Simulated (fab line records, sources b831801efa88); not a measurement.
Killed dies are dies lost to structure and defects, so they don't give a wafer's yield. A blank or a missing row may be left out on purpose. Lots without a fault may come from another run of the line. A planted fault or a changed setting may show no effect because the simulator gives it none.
fab line records | flow sky130
record lots=7 wafers=21 last_day=50
route steps=708 shown VIA3@588 METAL4@598
lots that met no fault: from a run of the same line without faults
start_h: hours from the record's first day to the start of the lot's first wafer shown | wait_h: hours since the lot's step before | " the same as in the row above | L1.1+2: a row that stands for several wafers | - no value, or no start given | * or withheld: withheld | < > ~ a bound
route shown NAME@n: a module of which the file shows steps, and the number in the route of the first | usual: mean/standard deviation of fault-free wafers | same: alike in all rows | chamber/n: place in a boat | sites: the reading at each site | _std_site: their standard deviation | _edge_site: outer sites' mean less inner sites' | radius_mm: how far each site lies from the wafer's centre | mask NAME#n: copy n | behind: the tool/chamber that last shaped the wafer | hold: why the lot was held/for how many hours/how that ended | device: the transistor (n, p or np) that didn't switch | end of line: the same wafers' tests at the end of the route | a step without rows: its recipe alone | killed: dies lost to structure and defects at the first sort, not the wafer's yield | map: a wafer's dies, x killed, . not, _ none there
set.NAME: the setting as run; set.NAME@STEP: as run at that earlier step | model.NAME: the simulator's own value behind a step, which no gauge read
lots at some steps of the route; a table a step, a row a wafer
services: from which hour (start_h, from the record's first day; less than 0 if before it) a tool's chamber was out of use, for how many hours, and why
## steps
# step SKY_VIA3_ETCH_15
# recipe target=SiO2 chemistry=C4F8/O2/Ar target_depth_nm=507 stop_on=TiN mask_material=KrF-thick source_w=1500 bias_w=1200 pressure_mtorr=40 c4f8_flow_sccm=withheld O2_flow_sccm=6 Ar_flow_sccm=300 time_s=78
# usual oes_product_au=0.955/0.0049
# columns lot.wafer tool chamber start_h wait_h oes_product_au rf_hours_counter_h
L318.2 rie_diel-03 3 954.61 0.0 0.952 26
L318.3 " 1 " " 0.958 16
L318.4 " 0 " " 0.956 1
L321.1 rie_diel-03 1 955.61 0.0 0.950 16
L321.2 " 0 " " 0.959 1
L321.6 " 3 " " 0.960 -
L320.1 rie_diel-03 2 959.86 0.0 0.956 12
L320.3 " 1 " " 0.959 17
L320.6 " 3 " " 0.954 -
L322.1 rie_diel-03 2 966.56 0.0 0.956 13
L322.2 " 0 " " 0.958 1
L322.4 " 3 " " 0.954 26
L323.2 rie_diel-02 2 990.12 0.0 0.951 12
L323.4 " 0 " " 0.958 -
L323.5 " 2 " " 0.959 -
L324.1 rie_diel-03 1 992.31 0.0 0.953 17
L324.3 " 2 " " 0.951 13
L324.6 " 2 " " 0.959 -
L336.4 rie_diel-01 3 1068.81 0.0 0.961 22
L336.5 " 3 " " 0.954 -
L336.6 " 0 " " 0.952 -
# step SKY_VIA3_STRIP_16
# recipe chemistry=O2/N2 power_w=1400 pressure_mtorr=1500 platen_temp_c=withheld o2_flow_sccm=3000 n2_flow_sccm=300 overash_fraction=0.5
# usual drypump_motor_current_A=6.0/0.42 o2_flow_sccm=2999/8.3 oes_product_au=0.403/0.0049 strip_time_to_endpoint_s=4.144/0.019
# columns lot.wafer tool chamber start_h wait_h drypump_motor_current_A o2_flow_sccm oes_product_au rf_hours_counter_h strip_time_to_endpoint_s
L318.2 plasma_asher-03 0 954.67 0.0 6.5 2991 0.407 115 4.130
L318.3 " 0 " " 6.5 2981 0.403 - 4.130
L318.4 " 1 " " 5.5 2997 0.400 - 4.162
L321.1 plasma_asher-01 0 955.67 0.0 5.5 2987 0.401 21 4.138
L321.2 " 1 " " 6.0 3000 0.398 21 4.129
L321.6 " 0 " " 5.5 3009 0.393 - 4.153
L320.1 plasma_asher-03 0 959.92 0.0 6.5 3004 0.406 116 4.173
L320.3 " 0 " " 6.5 3004 0.404 - 4.153
L320.6 " 0 " " 6.5 2989 0.398 - 4.123
L322.1 plasma_asher-04 0 966.62 0.0 6.5 2999 0.404 55 4.142
L322.2 " 1 " " 6.0 3006 0.409 55 4.182
L322.4 " 0 " " 6.4 2988 0.402 - 4.148
L323.2 plasma_asher-03 0 990.18 0.0 6.5 3000 0.401 119 4.172
L323.4 " 0 " " 6.5 2986 0.401 - 4.151
L323.5 " 1 " " 5.5 2992 0.405 - 4.143
L324.1 plasma_asher-03 1 992.37 0.0 5.5 2999 0.415 119 4.108
L324.3 " 1 " " 5.5 2990 0.402 - 4.155
L324.6 " 1 " " 5.4 3001 0.408 - 4.142
L336.4 plasma_asher-03 0 1068.90 0.1 6.5 2997 0.402 - 4.110
L336.5 " 0 " " 6.5 2992 0.402 - 4.108
L336.6 " 1 " " 5.5 3007 0.406 - 4.121
# step SKY_VIA3_STRIP_17
# recipe chemistry=post_etch_residue_remover time_s=1200 temp_c=72.5
# step SKY_VIA3_CLEAN_18
# recipe chemistry=IPA time_s=180 temp_c=25
# step SKY_VIA3_CLEAN_19
# recipe chemistry=O3/DIW dry=n2_spin
# step SKY_VIA3_SPUTTER_20
# recipe material=TiN target_thk_nm=20 chamber_pressure_pa=5 power_w=4000 time_s=80
# usual cathode_dc_power_W=4000.0/0.66 chamber_pressure_pa=5.000/0.01 throttle_valve_pct=29.9/1
# columns lot.wafer tool chamber start_h wait_h cathode_dc_power_W chamber_pressure_pa throttle_valve_pct
L318.2 pvd_sputter-04 - 955.30 0.0 4000.2 5.005 27.8
L318.3 " - " " 4000.9 4.994 29.8
L318.4 " - " " 3999.3 4.968 29.7
L321.1 pvd_sputter-02 - 956.34 0.0 3999.6 5.024 31.4
L321.2 " - " " 3999.8 5.017 28.8
L321.6 " - " " 4000.1 5.016 31.7
L320.1 pvd_sputter-02 - 960.91 0.0 4000.9 5.006 30.4
L320.3 " - " " 4000.5 5.009 30.2
L320.6 " - " " 3999.2 5.016 30.6
L322.1 pvd_sputter-02 - 967.25 0.0 4000.1 4.986 30.4
L322.2 " - " " 4001.1 5.009 31.4
L322.4 " - " " 4000.4 5.013 30.7
L323.2 pvd_sputter-04 - 990.77 0.0 4000.3 4.998 30.1
L323.4 " - " " 4000.0 4.997 31.3
L323.5 " - " " 3999.5 4.985 29.4
L324.1 pvd_sputter-03 - 992.96 0.0 3999.1 4.998 30.0
L324.3 " - " " 3999.8 4.996 31.0
L324.6 " - " " 4000.6 5.007 31.0
L336.4 pvd_sputter-02 - 1069.67 0.0 3999.5 4.997 31.6
L336.5 " - " " 4001.3 4.994 30.5
L336.6 " - " " 4000.7 4.997 28.9
# step SKY_VIA3_CVD_21
# recipe material=W target_thk_nm=390 time_s=117.31 temp_c=400 pressure_torr=40
# step SKY_VIA3_RS_MEAS_22
# recipe thk_meas_gauge=four-point-probe reads=W_of_VIA3_CVD_21+TiN_of_VIA3_SPUTTER_20
# usual VIA3_W_RS=0.292/0.0038
# columns lot.wafer tool chamber start_h wait_h VIA3_W_RS[ohm/sq]
L318.2 film_metro-01 - 955.51 0.1 0.286
L318.3 " - " " 0.294
L318.4 " - " " 0.287
L321.1 film_metro-01 - 956.53 0.1 0.297
L321.2 " - " " 0.291
L321.6 " - " " 0.294
L320.1 film_metro-02 - 961.10 0.1 0.294
L320.3 " - " " 0.291
L320.6 " - " " 0.292
L322.1 film_metro-04 - 967.43 0.1 0.293
L322.2 " - " " 0.289
L322.4 " - " " 0.287
L323.2 film_metro-02 - 990.98 0.1 0.298
L323.4 " - " " 0.298
L323.5 " - " " 0.291
L324.1 film_metro-02 - 993.14 0.1 0.301
L324.3 " - " " 0.290
L324.6 " - " " 0.294
L336.4 film_metro-04 - 1069.91 0.1 0.296
L336.5 " - " " 0.292
L336.6 " - " " 0.291
# step SKY_VIA3_THK_MEAS_23
# recipe thk_meas_gauge=xrf reads=W_of_VIA3_CVD_21
# usual VIA3_W_THK=381/6.1
# columns lot.wafer tool chamber start_h wait_h VIA3_W_THK[nm]
L318.2 film_metro-01 - 955.62 0.1 383
L318.3 " - " " 377
L318.4 " - " " 385
L321.1 film_metro-01 - 956.65 0.1 373
L321.2 " - " " 378
L321.6 " - " " 377
L320.1 film_metro-02 - 961.22 0.1 380
L320.3 " - " " 382
L320.6 " - " " 382
L322.1 film_metro-04 - 967.55 0.1 383
L322.2 " - " " 390
L322.4 " - " " 390
L323.2 film_metro-02 - 991.09 0.1 375
L323.4 " - " " 374
L323.5 " - " " 383
L324.1 film_metro-02 - 993.26 0.1 371
L324.3 " - " " 384
L324.6 " - " " 378
L336.4 film_metro-04 - 1070.00 0.1 379
L336.5 " - " " 387
L336.6 " - " " 387
# step SKY_VIA3_CMP_24
# recipe stop_on=SiO2 t_overpolish_s=20 down_force_psi=3.5 platen_rpm=60 target_thk_nm=0 pad_velocity_m_s=0.94248
# step SKY_METAL4_SPUTTER_00
# recipe material=Ti target_thk_nm=15 power_w=3000 time_s=10 chamber_pressure_pa=0.4
# usual cathode_dc_power_W=3000.0/0.52 chamber_pressure_pa=0.4000/0.00079 throttle_valve_pct=30.4/1.1
# columns lot.wafer tool chamber start_h wait_h cathode_dc_power_W chamber_pressure_pa throttle_valve_pct
L318.2 pvd_sputter-02 - 955.97 0.2 3000.4 0.4005 31.6
L318.3 " - " " 3000.2 0.3998 30.6
L318.4 " - " " 3000.4 0.3984 29.2
L321.1 pvd_sputter-03 - 957.01 0.1 2999.5 0.3994 30.2
L321.2 " - " " 2999.9 0.4007 29.7
L321.6 " - " " 3000.8 0.4008 30.1
L320.1 pvd_sputter-01 - 961.58 0.1 3000.0 0.3989 30.8
L320.3 " - " " 3001.2 0.3996 29.8
L320.6 " - " " 3000.2 0.4004 32.4
L322.1 pvd_sputter-01 - 968.71 0.1 3000.3 0.3995 32.3
L322.2 " - " " 2999.8 0.3995 29.8
L322.4 " - " " 2999.7 0.3976 30.9
L323.2 pvd_sputter-01 - 991.48 0.2 2999.9 0.3993 30.9
L323.4 " - " " 3000.2 0.4009 30.7
L323.5 " - " " 3000.2 0.3987 32.7
L324.1 pvd_sputter-01 - 993.62 0.2 3000.4 0.3996 30.9
L324.3 " - " " 3000.5 0.4002 29.9
L324.6 " - " " 2999.5 0.3989 29.7
L336.4 pvd_sputter-02 - 1070.33 0.1 3000.5 0.3991 30.6
L336.5 " - " " 2999.9 0.3988 30.3
L336.6 " - " " 3000.1 0.3997 31.5
# step SKY_METAL4_SPUTTER_01
# recipe material=TiN target_thk_nm=20 power_w=6500 time_s=16.7 chamber_pressure_pa=0.4
# step SKY_METAL4_SPUTTER_02
# recipe material=AlCu target_thk_nm=735 power_w=10600 time_s=39.1 chamber_pressure_pa=0.4
# usual cathode_dc_power_W=10600/1.9 chamber_pressure_pa=0.3999/0.00091 throttle_valve_pct=30.4/1.1
# columns lot.wafer tool chamber start_h wait_h cathode_dc_power_W chamber_pressure_pa throttle_valve_pct
L318.2 pvd_sputter-02 - 956.01 0.0 10601 0.3993 31.6
L318.3 " - " " 10600 0.4012 30.7
L318.4 " - " " 10600 0.3993 28.8
L321.1 pvd_sputter-03 - 957.05 0.0 - - -
L321.2 " - " " - - -
L321.6 " - " " - - -
L320.1 pvd_sputter-01 - 961.62 0.0 - - -
L320.3 " - " " - - -
L320.6 " - " " - - -
L322.1 pvd_sputter-01 - 968.76 0.0 - - -
L322.2 " - " " - - -
L322.4 " - " " - - -
L323.2 pvd_sputter-01 - 991.53 0.0 10602 0.4001 30.8
L323.4 " - " " 10601 0.3994 30.5
L323.5 " - " " 10601 0.4003 33.0
L324.1 pvd_sputter-01 - 993.67 0.0 10600 0.4002 30.7
L324.3 " - " " 10601 0.4002 29.6
L324.6 " - " " 10601 0.3988 29.8
L336.4 pvd_sputter-02 - 1070.38 0.0 10601 0.4007 30.7
L336.5 " - " " 10599 0.3995 30.3
L336.6 " - " " 10600 0.3998 31.6
# step SKY_METAL4_SPUTTER_03
# recipe material=Ti target_thk_nm=5 power_w=3000 time_s=3.3 chamber_pressure_pa=0.4
# usual cathode_dc_power_W=3000.0/0.5 chamber_pressure_pa=0.4001/0.00074 throttle_valve_pct=30.4/1.1
# columns lot.wafer tool chamber start_h wait_h cathode_dc_power_W chamber_pressure_pa throttle_valve_pct
L318.2 pvd_sputter-02 - 956.05 0.0 3000.2 0.4003 31.6
L318.3 " - " " 2999.5 0.4007 30.6
L318.4 " - " " 3000.6 0.4001 28.9
L321.1 pvd_sputter-03 - 957.09 0.0 2999.8 0.4002 30.1
L321.2 " - " " 2999.9 0.4012 29.8
L321.6 " - " " 3000.1 0.4010 30.2
L320.1 pvd_sputter-01 - 961.66 0.0 2999.8 0.4007 30.6
L320.3 " - " " 2999.8 0.3999 29.7
L320.6 " - " " 2999.9 0.4002 32.7
L322.1 pvd_sputter-01 - 968.81 0.0 2999.6 0.3992 32.5
L322.2 " - " " 2999.6 0.3994 29.7
L322.4 " - " " 3000.0 0.3991 30.7
L323.2 pvd_sputter-01 - 991.57 0.0 2999.7 0.4006 30.7
L323.4 " - " " 2999.6 0.4000 30.5
L323.5 " - " " 3000.2 0.3995 32.7
L324.1 pvd_sputter-01 - 993.71 0.0 2999.8 0.3994 30.8
L324.3 " - " " 2999.8 0.3989 29.8
L324.6 " - " " 3001.2 0.3991 29.6
L336.4 pvd_sputter-02 - 1070.42 0.0 3000.1 0.4010 30.5
L336.5 " - " " 3000.3 0.3993 30.2
L336.6 " - " " 3000.0 0.3997 31.7
## services
# columns tool chamber start_h hours kind
pvd_sputter-02 - 939.26 2.4 repair
rie_diel-02 1 987.31 - clean
pvd_sputter-03 - 994.98 2.5 repair
pvd_sputter-04 - 996.36 1.7 repair
rie_diel-02 2 997.15 39.1 repair
rie_diel-01 1 998.48 5.4 repair
rie_diel-02 3 999.02 12.0 repair
rie_diel-03 0 999.60 4.5 repair
rie_diel-01 3 1003.24 3.0 repair
plasma_asher-04 - 1008.63 8.8 pm
rie_diel-03 - 1015.22 0.9 repair
rie_diel-02 - 1019.65 1.0 repair
rie_diel-03 3 1033.14 - clean
rie_diel-03 3 1033.14 17.7 scheduled_down
rie_diel-03 3 1033.14 17.7 vent_cycle
rie_diel-02 - 1043.35 2.1 repair
rie_diel-01 3 1055.24 6.4 repair
plasma_asher-03 - 1055.32 9.0 pm
plasma_asher-03 0 1055.32 9.0 vent_cycle
plasma_asher-03 1 1055.32 9.0 vent_cycle
rie_diel-01 - 1059.36 2.8 pm
plasma_asher-01 - 1061.48 2.2 repair
plasma_asher-03 0 1064.32 - clean
plasma_asher-03 1 1064.32 - clean
## key
first_sign step=SKY_METAL4_SPUTTER_02 reading=tool_record direction=missing
effect none on later readings
met_at SKY_METAL4_SPUTTER_02
struck_wafers L320.1,L320.3,L320.6,L321.1,L321.2,L321.6,L322.1,L322.2,L322.4
later_rows_left_out L320.1,L320.3,L320.6,L321.1,L321.2,L321.6,L322.1,L322.2,L322.4
sort_left_out L320.1,L320.3,L320.6,L321.1,L321.2,L321.6,L322.1,L322.2,L322.4
fault kind=skipped_step_whole tool=pvd_sputter-01,pvd_sputter-03 chamber=- onset_h=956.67 steps=SKY_METAL4_SPUTTER_02 scope=struck_lots_only
# sort_left_out: the simulated sort isn't trusted on such a fault, so these wafers' sort isn't shown, and their yield isn't known
# later_rows_left_out: the simulator's readings of these wafers behind a module that went badly wrong aren't trusted and aren't shown, but for the sort
